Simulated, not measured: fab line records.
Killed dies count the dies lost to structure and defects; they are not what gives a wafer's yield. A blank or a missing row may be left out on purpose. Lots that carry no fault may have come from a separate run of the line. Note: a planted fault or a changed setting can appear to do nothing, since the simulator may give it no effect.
2 desks looking at one fault :: flow sky130 :: only its own numbers are on each desk; what lay behind them is given at the end

## THE TOOL OWNER'S DESK: rie-diel-02
The tool's own readings at SKY_CONTACT_ETCH_17 (etches SiO2 in C4F8/O2/Ar, stops on Si3N4, target depth 340 nm): means of the sampled wafers that have a number, for each lot that ran on this tool. Marked OUT: a lot whose mean sits more than 4 standard deviations from the usual mean, which makes it out of limits; the brackets give that distance.
Columns: A = bias-w at SKY_CONTACT_ETCH_17, usual 1201 W; B = oes-product-au at SKY_CONTACT_ETCH_17, usual 0.891 a.u.; C = rf-fwd-power-W at SKY_CONTACT_ETCH_17, usual 1488 W
lot: L753
first seen here: day 31 12:16
A: 1199
B: 0.891
C: 1490

lot: L756
first seen here: day 32 07:25
A: 1204
B: 0.890
C: 1490

lot: L759
first seen here: day 33 12:28
A: 1202
B: 0.893
C: 1487

lot: L764
first seen here: day 35 05:17
A: 1201
B: 0.895
C: 1487

lot: L766
first seen here: day 35 19:44
A: 1198
B: 0.894
C: 1490

lot: L775
first seen here: day 38 09:19
A: 1197
B: 0.897
C: 1487

lot: L776
first seen here: day 38 11:17
A: 1199
B: 0.888
C: 1487
This desk's verdict: no lot among the 7 shows anything out of limits.

## THE METROLOGY DESK
Lot by lot, what the gauges showed, no matter which tool ran the lot: averages of those sampled wafers that carry a number. Marked OUT: a lot whose mean sits more than 4 standard deviations from the usual mean, which makes it out of limits; the brackets give that distance.
Columns: A = VIA4_HDPCVD_THK at SKY_VIA4_THK_MEAS_01, usual 1749 nm; B = METAL5_ALCU_RS at SKY_METAL5_RS_MEAS_05, usual 0.0271 ohm/sq
lot: L753
first seen here: day 41 18:31
A: 1711
B: 0.0270

lot: L754
first seen here: day 41 20:56
A: 1733
B: 0.0271

lot: L755
first seen here: day 42 07:55
A: 1752
B: 0.0273

lot: L756
first seen here: day 42 09:39
A: 1776
B: 0.0271

lot: L758
first seen here: day 43 04:35
A: 1726
B: 0.0267

lot: L759
first seen here: day 43 12:11
A: 1754
B: 0.0274

lot: L761
first seen here: day 44 22:40
A: 1745
B: 0.0268

lot: L764
first seen here: day 44 23:52
A: 1737
B: 0.0270

lot: L766
first seen here: day 45 09:11
A: 1756
B: 0.0280

lot: L771
first seen here: day 46 08:29
A: 1760
B: 0.0276

lot: L773
first seen here: day 46 21:37
A: 1777
B: 0.0269

lot: L775
first seen here: day 47 11:43
A: 1770
B: 0.0272

lot: L776
first seen here: day 47 12:02
A: 1786
B: 0.0270
This desk's verdict: no lot among the 13 shows anything out of limits.

## TAKEN TOGETHER
The tool owner's desk saw nothing out of limits.
At the metrology desk, nothing out of limits was observed.

## WHAT HAD BEEN PUT IN BY THE SIMULATOR
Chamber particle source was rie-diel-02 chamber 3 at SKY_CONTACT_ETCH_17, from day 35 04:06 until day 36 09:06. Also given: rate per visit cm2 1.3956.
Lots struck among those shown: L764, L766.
